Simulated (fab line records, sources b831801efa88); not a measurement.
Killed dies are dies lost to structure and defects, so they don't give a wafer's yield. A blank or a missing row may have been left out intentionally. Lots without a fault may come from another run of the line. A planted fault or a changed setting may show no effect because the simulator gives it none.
Which tool was responsible? :: flow gf180mcu :: 7 lots with 21 wafers sampled at 3 steps, on a route of 602 steps

== WHAT THE GAUGES SHOWED, per wafer ==
GF_V2_RS_MEAS_24: measures by four-point-probe.
lot: L176
measured: day 20 12:27
on: film metro-03
V2_W_RS (ohm/sq): 0.332 0.333 0.332

lot: L184
measured: day 23 15:17
on: film metro-03
V2_W_RS (ohm/sq): 0.330 0.332 0.332

lot: L189
measured: day 25 08:27
on: film metro-03
V2_W_RS (ohm/sq): 0.325 0.331 0.329

lot: L191
measured: day 26 01:07
on: film metro-03
V2_W_RS (ohm/sq): 0.329 0.330 0.330

lot: L193
measured: day 26 14:47
on: film metro-03
V2_W_RS (ohm/sq): 0.332 0.329 0.331

lot: L196
measured: day 27 13:56
on: film metro-04
V2_W_RS (ohm/sq): 0.330 0.327 0.333

lot: L198
measured: day 27 21:43
on: film metro-04
V2_W_RS (ohm/sq): 0.329 0.329 0.331

== TOOL THAT RAN EACH LOT (tool first, then ch and the chambers of the sampled wafers, then the start) ==
lot: L176
GF_HV_LDD_COAT_41: litho track-04 ch 0, day 12 01:50
GF_HV_LDD_STRIP_49: plasma asher-03 ch 0,1, day 12 12:43

lot: L184
GF_HV_LDD_COAT_41: litho track-04 ch 0, day 14 20:09
GF_HV_LDD_STRIP_49: plasma asher-01 ch 0,1, day 15 07:39

lot: L189
GF_HV_LDD_COAT_41: litho track-02 ch 0, day 16 14:38
GF_HV_LDD_STRIP_49: plasma asher-02 ch 0,1, day 17 02:40

lot: L191
GF_HV_LDD_COAT_41: litho track-02 ch 0, day 17 05:53
GF_HV_LDD_STRIP_49: plasma asher-03 ch 1, day 17 17:09

lot: L193
GF_HV_LDD_COAT_41: litho track-02 ch 0, day 17 20:57
GF_HV_LDD_STRIP_49: plasma asher-03 ch 0,1, day 18 09:33

lot: L196
GF_HV_LDD_COAT_41: litho track-04 ch 0, day 18 23:39
GF_HV_LDD_STRIP_49: plasma asher-03 ch 0,1, day 19 12:48

lot: L198
GF_HV_LDD_COAT_41: litho track-04 ch 0, day 19 12:17
GF_HV_LDD_STRIP_49: plasma asher-02 ch 0,1, day 20 00:32
- GF_HV_LDD_COAT_41: resist thk 1000 nm.
- GF_HV_LDD_STRIP_49: strips in O2/N2.

== THE ANSWER, worked out from the rows above alone ==
Rule: the lots themselves supply what counts as usual. Put in order of their means at a reading, lots are off if they are a third of the lots or fewer, leave a main group of 4 or more, and stand apart from it by a gap of 3 or more times the standard deviation of the main group's means; of several such gaps the widest counts. Not used: any main group whose means are identical at the precision the tables above print for the reading. A lot without any number at a reading at which 4 lots or more have one is off too. Any other lot the step has rows for is counted as sound.
No lot is off on any of the readings shown, so nothing can be concluded from this.

== WHAT WAS PUT IN BY THE SIMULATOR ==
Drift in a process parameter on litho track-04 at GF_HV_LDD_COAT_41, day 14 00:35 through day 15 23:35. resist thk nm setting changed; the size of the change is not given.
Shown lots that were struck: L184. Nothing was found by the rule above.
